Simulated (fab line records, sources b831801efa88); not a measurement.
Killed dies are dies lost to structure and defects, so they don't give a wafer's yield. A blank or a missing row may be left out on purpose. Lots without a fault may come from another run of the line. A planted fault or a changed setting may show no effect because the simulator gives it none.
fab line records | flow sfq_line
record lots=5 wafers=23
route steps=325 shown I7@300 M8@313
start_h: hours from the record's first day to the start of the lot's first wafer shown | wait_h: hours since the lot's step before | " the same as in the row above | L1.1+2: a row that stands for several wafers | - no value, or no start given | * or withheld: withheld | < > ~ a bound
route shown NAME@n: a module of which the file shows steps, and the number in the route of the first | usual: mean/standard deviation of fault-free wafers | same: alike in all rows | chamber/n: place in a boat | sites: the reading at each site | _std_site: their standard deviation | _edge_site: outer sites' mean less inner sites' | radius_mm: how far each site lies from the wafer's centre | mask NAME#n: copy n | behind: the tool/chamber that last shaped the wafer | hold: why the lot was held/for how many hours/how that ended | device: the transistor (n, p or np) that didn't switch | end of line: the same wafers' tests at the end of the route | a step without rows: its recipe alone | killed: dies lost to structure and defects at the first sort, not the wafer's yield | map: a wafer's dies, x killed, . not, _ none there
set.NAME: the setting as run; set.NAME@STEP: as run at that earlier step | model.NAME: the simulator's own value behind a step, which no gauge read
lots whose settings were changed on purpose; a table a step, a row a wafer
## steps
# step SFQ_TRILAYER_I7_VIA_LITHO_COAT_192
# recipe resist=BARC spin_rpm=3000 resist_thk_nm=62
# columns lot.wafer tool chamber start_h wait_h set.resist_thk_nm model.BARC_of_TRILAYER_I7_VIA_LITHO_COAT_192.thk_nm
L074.4 litho_track-01 0 1826.36 0.6 62 61.96
L074.5 " 0 " " 62 61.79
L074.6 " 0 " " 62 61.93
L076.1 litho_track-04 0 1830.41 1.0 62 62.16
L076.2 " 0 " " 62 62.31
L076.3 " 0 " " 60.15 60.23
L076.4 " 0 " " 62 62.23
L076.6 " 0 " " 60.15 60.29
L080.1 litho_track-03 0 1856.82 1.0 62 62.26
L080.2 " 0 " " 65.13 65.46
L080.4 " 0 " " 62 62.22
L080.5 " 0 " " 62 62.25
L080.6 " 0 " " 65.13 65.28
L084.2 litho_track-03 0 1969.88 0.8 62 61.82
L084.3 " 0 " " 58.47 58.2
L084.4 " 0 " " 58.47 58.21
L084.5 " 0 " " 58.47 58.11
L084.6 " 0 " " 62 61.64
L085.1 litho_track-04 0 1972.23 1.0 62 61.83
L085.2 " 0 " " 62 61.71
L085.3 " 0 " " 58.96 58.9
L085.5 " 0 " " 58.96 58.78
L085.6 " 0 " " 58.96 58.69
# step SFQ_TRILAYER_I7_VIA_LITHO_COAT_187
# recipe resist=KrF spin_rpm=3000 resist_thk_nm=650
# step SFQ_TRILAYER_I7_VIA_LITHO_SOFTBAKE_191
# recipe temp_c=withheld time_s=withheld resist=KrF
# step SFQ_TRILAYER_I7_VIA_LITHO_DEVELOP_189
# recipe time_s=60 resist=KrF
# step SFQ_TRILAYER_I7_VIA_BARC_OPEN_VIA_ETCH_260
# recipe mask_material=PR chemistry=O2 target_depth_nm=125 target=BARC source_w=500 bias_w=80 pressure_mtorr=30 time_s=41.7
# usual oes_product_au=0.684/0.0045
# columns lot.wafer tool chamber start_h wait_h set.resist_thk_nm@TRILAYER_I7_VIA_LITHO_COAT_192 oes_product_au
L074.4 rie_diel-02 2 1845.54 0.0 62 0.681
L074.5 " 2 " " 62 0.691
L074.6 " 3 " " 62 0.680
L076.1 rie_diel-01 1 1847.94 0.0 62 0.694
L076.2 " 2 " " 62 0.682
L076.3 " 3 " " 60.15 0.685
L076.4 " 0 " " 62 0.684
L076.6 " 1 " " 60.15 0.676
L080.1 rie_diel-02 0 1859.11 0.0 62 0.685
L080.2 " 3 " " 65.13 0.704
L080.4 " 2 " " 62 0.683
L080.5 " 2 " " 62 0.691
L080.6 " 3 " " 65.13 0.700
L084.2 rie_diel-01 1 1972.11 0.0 62 0.680
L084.3 " 3 " " 58.47 0.668
L084.4 " 2 " " 58.47 0.660
L084.5 " 1 " " 58.47 0.658
L084.6 " 2 " " 62 0.683
L085.1 rie_diel-02 0 1974.51 0.0 62 0.684
L085.2 " 1 " " 62 0.690
L085.3 " 3 " " 58.96 0.674
L085.5 " 0 " " 58.96 0.664
L085.6 " 1 " " 58.96 0.668
# step SFQ_TRILAYER_M8_LITHO_COAT_193
# recipe resist=KrF spin_rpm=3000 resist_thk_nm=600
# columns lot.wafer tool chamber start_h wait_h set.spin_rpm model.KrF_of_TRILAYER_M8_LITHO_COAT_193.thk_nm
L074.4 litho_track-02 0 - - 3000 600.1
L074.5 " 0 " " 3000 598.6
L074.6 " 0 " " 3000 599.5
L076.1 litho_track-04 0 - - 3000 601.9
L076.2 " 0 " " 2925 609.3
L076.3 " 0 " " 3000 600.8
L076.4 " 0 " " 2925 609.1
L076.6 " 0 " " 3000 601.3
L080.1 litho_track-01 0 - - 3109 590.6
L080.2 " 0 " " 3000 599.1
L080.4 " 0 " " 3000 599.4
L080.5 " 0 " " 3109 589.3
L080.6 " 0 " " 3109 591.4
L084.2 litho_track-01 0 - - 2926 607.5
L084.3 " 0 " " 3000 599.6
L084.4 " 0 " " 2926 608.5
L084.5 " 0 " " 3000 600.2
L084.6 " 0 " " 3000 601.2
L085.1 litho_track-04 0 - - 3152 587.4
L085.2 " 0 " " 3152 586.6
L085.3 " 0 " " 3000 600.2
L085.5 " 0 " " 3152 588.7
L085.6 " 0 " " 3000 602.2
# step SFQ_TRILAYER_M8_DEP_EVAP_196
# recipe material=Au angular_spread_deg=1 target_thk_nm=180 time_s=900 power_w=2000
# columns lot.wafer tool chamber start_h wait_h set.time_s model.Au_of_TRILAYER_M8_DEP_EVAP_196.thk_nm
L074.4 pvd_sputter-02 - 1923.47 0.1 900 183
L074.5 " - " " 900 182.4
L074.6 " - " " 900 181.8
L076.1 pvd_sputter-02 - 1925.87 0.1 900 182.8
L076.2 " - " " 900 183.2
L076.3 " - " " 900 184.3
L076.4 " - " " 900 183.1
L076.6 " - " " 900 183.7
L080.1 pvd_sputter-02 - 1930.67 0.1 900 180.6
L080.2 " - " " 900 180.2
L080.4 " - " " 900 181.1
L080.5 " - " " 973.7 195.4
L080.6 " - " " 973.7 196.8
L084.2 pvd_sputter-02 - 2061.87 0.1 900 182.2
L084.3 " - " " 900 180.6
L084.4 " - " " 900 182.8
L084.5 " - " " 986 201.2
L084.6 " - " " 986 199.2
L085.1+6 pvd_sputter-01 - 2065.47 0.1 900 180.2
L085.2 " - " " 972.7 196.7
L085.3 " - " " 972.7 195.4
L085.5 " - " " 972.7 195.6
# step SFQ_M8_RS_MEAS_949
# recipe thk_meas_gauge=four-point-probe reads=Au_of_TRILAYER_M8_DEP_EVAP_196+Pt_of_TRILAYER_M8_DEP_EVAP_198+Ti_of_TRILAYER_M8_DEP_EVAP_197
# usual M8_AU_RS=0.1527/0.0014
# columns lot.wafer tool chamber start_h wait_h set.time_s@TRILAYER_M8_DEP_EVAP_196 M8_AU_RS[ohm/sq]
L074.4 film_metro-03 - 1924.05 0.3 900 0.1510
L074.5 " - " " 900 0.1512
L074.6 " - " " 900 0.1518
L076.1 film_metro-01 - 1926.39 0.3 900 0.1515
L076.2 " - " " 900 0.1512
L076.3 " - " " 900 0.1498
L076.4 " - " " 900 0.1511
L076.6 " - " " 900 0.1504
L080.1 film_metro-03 - 1931.19 0.3 900 0.1529
L080.2 " - " " 900 0.1527
L080.4 " - " " 900 0.1528
L080.5 " - " " 973.7 0.1408
L080.6 " - " " 973.7 0.1403
L084.2 film_metro-02 - 2062.41 0.3 900 0.1518
L084.3 " - " " 900 0.1535
L084.4 " - " " 900 0.1514
L084.5 " - " " 986 0.1376
L084.6 " - " " 986 0.1385
L085.1 film_metro-01 - 2065.99 0.3 900 0.1536
L085.2 " - " " 972.7 0.1402
L085.3 " - " " 972.7 0.1416
L085.5 " - " " 972.7 0.1412
L085.6 " - " " 900 0.1535
# step SFQ_M8_THK_MEAS_950
# recipe thk_meas_gauge=xrf reads=Au_of_TRILAYER_M8_DEP_EVAP_196
# usual M8_AU_THK=181.2/2.1
# columns lot.wafer tool chamber start_h wait_h set.time_s@TRILAYER_M8_DEP_EVAP_196 M8_AU_THK[nm]
L074.4 film_metro-03 - 1924.14 0.1 900 182.8
L074.5 " - " " 900 181.9
L074.6 " - " " 900 182.1
L076.1 film_metro-01 - 1926.51 0.1 900 183.2
L076.2 " - " " 900 184.5
L076.3 " - " " 900 185.2
L076.4 " - " " 900 183.6
L076.6 " - " " 900 185.1
L080.1 film_metro-03 - 1931.31 0.1 900 181.4
L080.2 " - " " 900 179.9
L080.4 " - " " 900 180.9
L080.5 " - " " 973.7 194.6
L080.6 " - " " 973.7 196.7
L084.2 film_metro-02 - 2062.52 0.1 900 182.6
L084.3 " - " " 900 180.1
L084.4 " - " " 900 182.6
L084.5 " - " " 986 199.8
L084.6 " - " " 986 199.2
L085.1 film_metro-01 - 2066.11 0.1 900 180.3
L085.2 " - " " 972.7 196.3
L085.3 " - " " 972.7 195.2
L085.5 " - " " 972.7 194.6
L085.6 " - " " 900 180.6
## key
split step=SFQ_TRILAYER_I7_VIA_LITHO_COAT_192 setting=resist_thk_nm stated=62 by=wafer
response step=SFQ_TRILAYER_I7_VIA_LITHO_COAT_192 reading=model.BARC_of_TRILAYER_I7_VIA_LITHO_COAT_192.thk_nm change=+0.622 per=1% r=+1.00
response step=SFQ_TRILAYER_I7_VIA_BARC_OPEN_VIA_ETCH_260 reading=oes_product_au change=+0.00326 per=1% r=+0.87
split step=SFQ_TRILAYER_M8_LITHO_COAT_193 setting=spin_rpm stated=3000 by=wafer
response step=SFQ_TRILAYER_M8_LITHO_COAT_193 reading=model.KrF_of_TRILAYER_M8_LITHO_COAT_193.thk_nm change=-2.73 per=1% r=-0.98
split step=SFQ_TRILAYER_M8_DEP_EVAP_196 setting=time_s stated=900 by=wafer
response step=SFQ_TRILAYER_M8_DEP_EVAP_196 reading=model.Au_of_TRILAYER_M8_DEP_EVAP_196.thk_nm change=+1.92 per=1% r=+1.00
response step=SFQ_M8_RS_MEAS_949 reading=M8_AU_RS change=-0.00151 per=1% r=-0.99
response step=SFQ_M8_THK_MEAS_950 reading=M8_AU_THK change=+1.85 per=1% r=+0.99
